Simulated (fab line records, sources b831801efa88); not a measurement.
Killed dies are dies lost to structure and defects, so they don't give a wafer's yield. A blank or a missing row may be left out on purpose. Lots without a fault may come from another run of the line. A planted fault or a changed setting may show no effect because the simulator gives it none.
fab line records | flow sky130
record lots=11 wafers=33 last_day=50
route steps=708 shown VT_ADJUST_PCH@153 SONOS_ONO@173 POLY_GATE@234 POLY_CUT@319
lots that met no fault: from a run of the same line without faults
start_h: hours from the record's first day to the start of the lot's first wafer shown | wait_h: hours since the lot's step before | " the same as in the row above | L1.1+2: a row that stands for several wafers | - no value, or no start given | * or withheld: withheld | < > ~ a bound
route shown NAME@n: a module of which the file shows steps, and the number in the route of the first | usual: mean/standard deviation of fault-free wafers | same: alike in all rows | chamber/n: place in a boat | sites: the reading at each site | _std_site: their standard deviation | _edge_site: outer sites' mean less inner sites' | radius_mm: how far each site lies from the wafer's centre | mask NAME#n: copy n | behind: the tool/chamber that last shaped the wafer | hold: why the lot was held/for how many hours/how that ended | device: the transistor (n, p or np) that didn't switch | end of line: the same wafers' tests at the end of the route | a step without rows: its recipe alone | killed: dies lost to structure and defects at the first sort, not the wafer's yield | map: a wafer's dies, x killed, . not, _ none there
set.NAME: the setting as run; set.NAME@STEP: as run at that earlier step | model.NAME: the simulator's own value behind a step, which no gauge read
steps of the route over a sample of lots; a table a step, a row a wafer
services: from which hour (start_h, from the record's first day; less than 0 if before it) a tool's chamber was out of use, for how many hours, and why
## steps
# step SKY_VT_ADJUST_PCH_TW_MEAS_10
# usual VT_ADJUST_PCH_TW=142.0/0.9
# columns lot.wafer tool chamber start_h wait_h VT_ADJUST_PCH_TW
L956.1 film_metro-03 - 229.54 0.1 140.4
L956.2 " - " " 141.5
L956.6 " - " " 141.0
L959.2 film_metro-03 - 240.25 0.1 142.0
L959.4 " - " " 141.6
L959.5 " - " " 142.3
L960.1 film_metro-02 - 246.64 0.1 143.5
L960.3 " - " " 143.9
L960.5 " - " " 143.4
L962.1 film_metro-03 - 265.14 0.1 142.7
L962.4 " - " " 142.6
L962.6 " - " " 142.5
L965.2 film_metro-02 - 284.37 0.1 142.7
L965.3 " - " " 142.7
L965.4 " - " " 142.3
L966.1 film_metro-01 - 297.44 0.1 141.9
L966.4 " - " " 142.0
L966.6 " - " " 141.8
L970.2 film_metro-03 - 330.37 0.1 140.8
L970.4 " - " " 141.0
L970.5 " - " " 140.2
L971.2 film_metro-03 - 335.90 0.1 141.6
L971.3 " - " " 141.2
L971.5 " - " " 140.6
L977.1 film_metro-01 - 376.00 0.1 140.6
L977.5 " - " " 141.2
L977.6 " - " " 140.8
L978.2 film_metro-03 - 384.80 0.1 142.9
L978.4 " - " " 142.2
L978.6 " - " " 142.7
L979.3 film_metro-03 - 417.33 0.1 141.6
L979.4 " - " " 141.5
L979.5 " - " " 141.7
# step SKY_SONOS_ONO_THK_MEAS_05
# recipe reads=SiO2_of_SONOS_ONO_CVD_04
# usual SONOS_ONO_CVD_04_THK=5.69/0.11
# columns lot.wafer tool chamber start_h wait_h SONOS_ONO_CVD_04_THK[nm]
L956.1 film_metro-04 - 265.83 0.0 5.59
L956.2 " - " " 5.59
L956.6 " - " " 5.61
L960.1 film_metro-04 - 275.12 0.2 5.63
L960.3 " - " " 5.53
L960.5 " - " " 5.56
L959.2 film_metro-04 - 275.19 0.2 5.75
L959.4 " - " " 5.62
L959.5 " - " " 5.75
L962.1 film_metro-01 - 294.86 0.0 5.72
L962.4 " - " " 5.89
L962.6 " - " " 5.77
L965.2 film_metro-01 - 315.43 0.0 5.52
L965.3 " - " " 5.58
L965.4 " - " " 5.53
L966.1 film_metro-03 - 329.84 0.0 5.61
L966.4 " - " " 5.72
L966.6 " - " " 5.64
L970.2 film_metro-04 - 363.66 0.0 5.76
L970.4 " - " " 5.67
L970.5 " - " " 5.70
L971.2 film_metro-01 - 368.65 0.0 5.55
L971.3 " - " " 5.61
L971.5 " - " " 5.55
L977.1 film_metro-04 - 411.50 0.0 5.71
L977.5 " - " " 5.72
L977.6 " - " " 5.74
L978.2 film_metro-01 - 429.35 0.0 5.72
L978.4 " - " " 5.68
L978.6 " - " " 5.81
L979.3 film_metro-01 - 451.84 0.0 5.98
L979.4 " - " " 5.92
L979.5 " - " " 5.95
# step SKY_POLY_GATE_OXIDATION_20
# recipe temp_c=850 ambient=O2 stabilise_s=600 purge_s=300 target_thk_a=40 ox_time_s=899
# usual spike_tc_bottom_C=871.3/0.98 spike_tc_centre_C=851.0/1.4 spike_tc_lower_C=850.0/1.6 spike_tc_top_C=862.4/1.4 spike_tc_upper_C=849.1/1.2 tube_center_temp_C=850/0.08 tube_center_temp_C_max=852.2/0.32 zone_power_bottom_pct=25.0/0.65 zone_power_top_pct=29.1/0.34
# columns lot.wafer tool chamber start_h wait_h spike_tc_bottom_C spike_tc_centre_C spike_tc_lower_C spike_tc_top_C spike_tc_upper_C tube_center_temp_C tube_center_temp_C_max zone_power_bottom_pct zone_power_top_pct
L956.1 furnace-02 0 378.86 0.0 871.1 852.2 849.2 862.6 850.3 850.05 853.0 24.5 28.6
L956.2 " 0 " " 870.5 852.0 850.6 861.2 850.7 849.88 851.6 24.8 29.0
L956.6 " 0 " " 870.4 851.8 849.1 860.5 848.6 850.08 852.3 24.6 28.8
L960.1 furnace-02 0 389.27 1.3 870.2 852.2 849.5 862.8 850.3 850.06 852.3 24.7 29.0
L960.3 " 0 " " 869.9 854.9 848.4 861.6 850.9 850.05 852.3 24.5 28.7
L960.5 " 0 " " 871.9 852.4 847.9 862.2 851.4 850.1 852.4 24.1 29.2
L959.2 furnace-01 0 391.15 0.9 872.6 850.3 850.9 865.2 847.8 849.87 851.7 25.9 29.4
L959.4 " 0 " " 872.2 849.4 852.9 863.2 848.5 849.95 852.0 25.6 29.7
L959.5 " 0 " " 870.6 850.4 852.7 863.9 848.6 849.75 852.1 25.5 29.0
L962.1 furnace-02 0 413.06 0.0 871.0 851.5 849.9 861.4 850.4 850.12 852.5 23.8 28.4
L962.4 " 0 " " 871.9 852.7 848.0 860.8 849.4 850.03 851.7 24.6 29.5
L962.6 " 0 " " 872.0 852.6 848.4 863.2 849.3 849.96 852.1 24.6 29.1
L965.2 furnace-01 0 440.81 4.7 870.8 849.7 849.7 861.3 848.6 849.96 852.0 26.0 29.6
L965.3 " 0 " " 873.1 849.7 851.3 861.5 847.8 850.15 852.3 25.4 29.2
L965.4 " 0 " " 870.9 850.3 850.5 864.4 849.3 849.94 852.7 25.5 29.1
L966.1 furnace-01 0 450.27 0.1 871.5 848.9 850.8 861.8 846.9 850.13 851.9 26.2 29.5
L966.4 " 0 " " 871.6 849.2 850.8 863.6 846.7 849.95 851.8 25.5 29.4
L966.6 " 0 " " 871.2 849.6 852.6 862.7 847.1 850.04 852.2 25.9 29.7
L970.2 furnace-02 0 492.82 0.0 848.0 827.7 825.7 837.7 825.2 825.72 827.8 23.0 28.0
L970.4 " 0 " " 846.6 828.8 823.6 838.1 824.2 825.7 827.6 23.0 27.8
L970.5 " 0 " " 846.8 826.9 825.4 839.1 824.0 825.66 828.5 22.8 27.3
L971.2 furnace-02 0 499.56 0.0 846.1 826.4 824.1 838.9 825.9 825.63 828.1 23.0 27.4
L971.3 " 0 " " 847.6 826.9 824.7 837.2 826.3 825.63 828.2 23.0 27.5
L971.5 " 0 " " 846.6 827.0 824.2 838.2 824.5 825.57 828.1 23.3 27.7
L977.1 furnace-01 0 546.31 0.0 871.3 849.6 852.5 863.0 850.1 849.97 852.3 25.3 29.7
L977.5 " 0 " " 870.4 850.1 853.4 863.5 849.3 850.02 852.7 25.7 29.4
L977.6 " 0 " " 870.8 850.2 850.8 864.0 848.8 850.19 852.5 25.8 29.1
L978.2 furnace-02 0 559.01 0.0 870.4 852.6 846.9 861.2 848.0 849.9 852.6 24.5 29.0
L978.4 " 0 " " 872.4 852.5 848.8 861.1 849.9 849.97 852.9 24.0 28.7
L978.6 " 0 " " 871.9 851.5 849.4 860.5 848.8 850.05 851.7 24.4 29.2
L979.3 furnace-01 0 578.80 0.0 870.3 849.7 850.4 864.0 847.8 849.92 851.8 25.7 29.6
L979.4 " 0 " " 872.0 849.4 849.8 863.9 848.4 850.09 852.5 25.7 29.1
L979.5 " 0 " " 871.4 850.7 849.0 862.7 847.8 850.03 852.2 25.7 29.4
# step SKY_POLY_GATE_THK_MEAS_21
# recipe reads=SiO2_of_POLY_GATE_OXIDATION_20
# usual POLY_GATE_OXIDATION_THK=4.02/0.083
# columns lot.wafer tool chamber start_h wait_h POLY_GATE_OXIDATION_THK[nm]
L956.1 film_metro-01 - 380.11 0.0 4.04
L956.2 " - " " 4.08
L956.6 " - " " 3.99
L960.1 film_metro-03 - 390.53 0.0 3.98
L960.3 " - " " 3.94
L960.5 " - " " 3.99
L959.2 film_metro-01 - 392.41 0.0 4.07
L959.4 " - " " 4.02
L959.5 " - " " 4.16
L962.1 film_metro-01 - 414.31 0.0 3.99
L962.4 " - " " 3.98
L962.6 " - " " 3.94
L965.2 film_metro-01 - 442.07 0.0 3.89
L965.3 " - " " 3.92
L965.4 " - " " 3.99
L966.1 film_metro-02 - 451.52 0.0 3.91
L966.4 " - " " 4.00
L966.6 " - " " 3.94
L970.2 film_metro-01 - 494.08 0.0 3.03
L970.4 " - " " 2.98
L970.5 " - " " 3.06
L971.2 film_metro-01 - 500.82 0.0 3.07
L971.3 " - " " 3.07
L971.5 " - " " 2.96
L977.1 film_metro-01 - 547.56 0.0 3.87
L977.5 " - " " 3.89
L977.6 " - " " 3.93
L978.2 film_metro-01 - 560.27 0.0 4.00
L978.4 " - " " 3.90
L978.6 " - " " 3.93
L979.3 film_metro-01 - 580.07 0.0 4.02
L979.4 " - " " 3.89
L979.5 " - " " 3.95
# step SKY_POLY_CUT_STRIP_12
# recipe chemistry=O2/N2 power_w=1400 pressure_mtorr=1500 platen_temp_c=withheld o2_flow_sccm=3000 n2_flow_sccm=300 overash_fraction=0.5
# usual drypump_motor_current_A=5.78/0.18 oes_product_au=0.451/0.0049 strip_time_to_endpoint_s=5.349/0.017
# columns lot.wafer tool chamber start_h wait_h drypump_motor_current_A oes_product_au rf_hours_counter_h strip_time_to_endpoint_s
L956.1 plasma_asher-02 1 564.94 0.0 5.49 0.449 12 5.352
L956.2 " 0 " " 6.08 0.456 12 5.360
L956.6 " 1 " " 5.55 0.445 - 5.350
L960.1 plasma_asher-04 1 575.64 0.0 5.69 0.448 88 5.348
L960.3 " 0 " " 5.63 0.443 - 5.362
L960.5 " 1 " " 5.66 0.456 - 5.338
L959.2 plasma_asher-04 0 583.46 0.0 5.64 0.455 89 5.333
L959.4 " 0 " " 5.65 0.461 - 5.350
L959.5 " 0 " " 5.62 0.457 - 5.349
L962.1 plasma_asher-04 0 600.54 0.0 5.65 0.449 91 5.331
L962.4 " 0 " " 5.62 0.456 - 5.331
L962.6 " 1 " " 5.71 0.449 - 5.320
L965.2 plasma_asher-01 1 627.69 0.0 5.75 0.449 80 5.334
L965.3 " 1 " " 5.76 0.451 - 5.327
L965.4 " 0 " " 6.01 0.435 - 5.326
L966.1 plasma_asher-02 1 635.76 0.0 5.54 0.446 20 5.329
L966.4 " 1 " " 5.53 0.448 - 5.337
L966.6 " 0 " " 6.08 0.443 - 5.344
L970.2 plasma_asher-02 0 674.24 0.0 6.11 0.455 23 5.335
L970.4 " 0 " " 6.09 0.448 - 5.378
L970.5 " 1 " " 5.47 0.450 - 5.357
L971.2 plasma_asher-04 0 681.01 0.0 5.62 0.456 99 5.344
L971.3 " 1 " " 5.66 0.446 - 5.354
L971.5 " 1 " " 5.69 0.446 - 5.341
L977.1 plasma_asher-04 1 725.54 0.0 5.67 0.460 103 5.360
L977.5 " 0 " " 5.67 0.454 - 5.364
L977.6 " 1 " " 5.71 0.447 - 5.351
L978.2 plasma_asher-01 0 735.51 0.0 6.01 0.448 90 5.350
L978.4 " 1 " " 5.77 0.444 - 5.363
L978.6 " 1 " " 5.74 0.446 - 5.345
L979.3 plasma_asher-01 0 752.15 0.1 6.01 0.458 - 5.375
L979.4 " 1 " " 5.76 0.455 - 5.393
L979.5 " 1 " " 5.77 0.450 - 5.366
## services
# columns tool chamber start_h hours kind
furnace-02 - 414.31 24.8 pm
plasma_asher-02 - 421.33 9.0 pm
plasma_asher-02 0 421.33 9.0 vent_cycle
plasma_asher-02 1 421.33 9.0 vent_cycle
furnace-02 - 439.09 3.0 pm
furnace-02 - 451.07 3.6 pm
plasma_asher-01 - 452.02 1.7 repair
furnace-01 - 459.09 1.1 repair
furnace-01 - 460.22 3.5 pm
plasma_asher-02 - 470.03 14.6 pm
furnace-01 - 512.58 4.4 pm
furnace-01 - 525.49 12.6 pm
furnace-01 - 538.07 2.7 pm
furnace-02 - 576.77 19.3 repair
furnace-02 - 596.08 3.1 pm
furnace-01 - 627.61 3.5 pm
furnace-02 - 732.51 2.6 pm
plasma_asher-04 - 733.75 9.0 pm
plasma_asher-04 0 733.75 9.0 vent_cycle
plasma_asher-04 1 733.75 9.0 vent_cycle
plasma_asher-04 0 742.75 - clean
plasma_asher-04 1 742.75 - clean
furnace-02 - 745.28 29.7 repair
plasma_asher-02 - 749.64 2.8 pm
## key
first_sign step=SKY_POLY_GATE_OXIDATION_20 reading=tube_center_temp_C direction=down sigmas=99+ usual=* struck=*
effect step=SKY_POLY_GATE_OXIDATION_20 reading=tube_center_temp_C_max direction=down sigmas=75 usual=* struck=*
effect step=SKY_POLY_GATE_THK_MEAS_21 reading=POLY_GATE_OXIDATION_THK direction=down sigmas=12 usual=4.02 struck=3.03
met_at SKY_POLY_GATE_OXIDATION_20
struck_lots L970,L971
tester_left_out L970,L971
not_acting_at SKY_VT_ADJUST_PCH_TW_MEAS_10,SKY_SONOS_ONO_THK_MEAS_05,SKY_POLY_CUT_STRIP_12
onset_between 413.06 492.82
fault kind=process_parameter_drift tool=furnace-02 chamber=- onset_h=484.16 steps=SKY_POLY_GATE_OXIDATION_20 channel=temp_c offset=* shape=step end_h=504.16 acts_in=* stated=*
# tester_left_out: of these lots the tester's yield and bins aren't shown, on N5 and GAA mostly nor the transistor test; their killed dies are dies lost to structure and defects alone, not to doping, threshold or leakage, so they don't give the yield
